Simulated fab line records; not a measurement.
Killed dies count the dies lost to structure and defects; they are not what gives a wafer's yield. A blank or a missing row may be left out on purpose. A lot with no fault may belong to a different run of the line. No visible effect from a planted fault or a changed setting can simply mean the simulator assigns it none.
One fault seen from 2 desks :: flow gf180mcu :: each desk has only its own numbers; what lay behind them comes last

AT THE TOOL OWNER'S DESK: krfScanner-02
The tool's own readings at GF_V4_EXPOSE_11 (exposes mask Via4, target cd 260 nm): means of the sampled wafers that have a number, for each lot that ran on this tool. A lot is out of limits, marked OUT, if its mean lies more than 4 standard deviations from the usual mean; the brackets give that distance.
Columns: A = exposureDoseMJCm2 at GF_V4_EXPOSE_11, usual 38.00
lot: L815
first seen here: day 25 02:14
A: 37.97

lot: L817
first seen here: day 25 06:28
A: 38.03

lot: L819
first seen here: day 26 01:46
A: 37.98

lot: L822
first seen here: day 26 20:43
A: 37.97

lot: L826
first seen here: day 28 08:27
A: 39.54 (+39) OUT

lot: L831
first seen here: day 29 15:33
A: 39.15 (+30) OUT
This desk's verdict: out of limits on L826, L831, starting with L826 at day 28 08:27 (exposureDoseMJCm2 at GF_V4_EXPOSE_11). L815, L817, L819, L822 stayed within limits.

AT THE METROLOGY DESK
What the gauges read, lot by lot, whatever tool the lot ran on: means of the sampled wafers that have a number. A lot is out of limits, marked OUT, if its mean lies more than 4 standard deviations from the usual mean; the brackets give that distance.
Columns: A = V3_W_THK at GF_V3_THK_MEAS_25, usual 372 nm; B = V4_BOW at GF_V4_BOW_MEAS_05, usual 135 um; C = cdNm at GF_V4_CD_MEAS_14, usual 260.1 nm
lot: L813
first seen here: day 22 09:29
A: 371
B: 141
C: 259.6

lot: L814
first seen here: day 22 18:15
A: 374
B: 131
C: 258.1

lot: L815
first seen here: day 23 14:43
A: 372
B: 129
C: 260.3

lot: L817
first seen here: day 23 20:10
A: 369
B: 144
C: 260.3

lot: L816
first seen here: day 24 01:05
A: 378
B: 135
C: 260.0

lot: L819
first seen here: day 24 15:58
A: 368
B: 124
C: 261.8

lot: L822
first seen here: day 25 12:10
A: 376
B: 140
C: 260.6

lot: L826
first seen here: day 26 23:59
A: 371
B: 135
C: 265.9 (+4.8) OUT

lot: L829
first seen here: day 27 22:32
A: 367
B: 134
C: 260.3

lot: L831
first seen here: day 28 08:12
A: 375
B: 130
C: 265.2 (+4.3) OUT

lot: L835
first seen here: day 29 10:37
A: 364
B: 136
C: 260.0

lot: L836
first seen here: day 29 13:23
A: 373
B: 139
C: 259.8
This desk's verdict: out of limits on L826, L831, starting with L826 at day 28 17:57 (cdNm at GF_V4_CD_MEAS_14). L813, L814, L815, L817, L816, L819, L822, L829, L835, L836 stayed within limits.

PUT TOGETHER
The tool owner's desk had the chance to raise an alarm at day 28 08:27 on L826, L831.
The metrology desk could have raised an alarm at day 28 17:57, on L826, L831.
GF_V4_EXPOSE_11 was run on krfScanner-02 by each of the lots named.

WHAT THE SIMULATOR PUT IN
Process parameter drift: krfScanner-02, from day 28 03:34 on, at GF_V4_EXPOSE_11. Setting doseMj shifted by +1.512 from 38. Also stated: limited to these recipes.
Struck lots among those shown: L826, L831.
Fault start to first reading out of limits, in hours, per desk: tool owner, 5; metrology, 14.
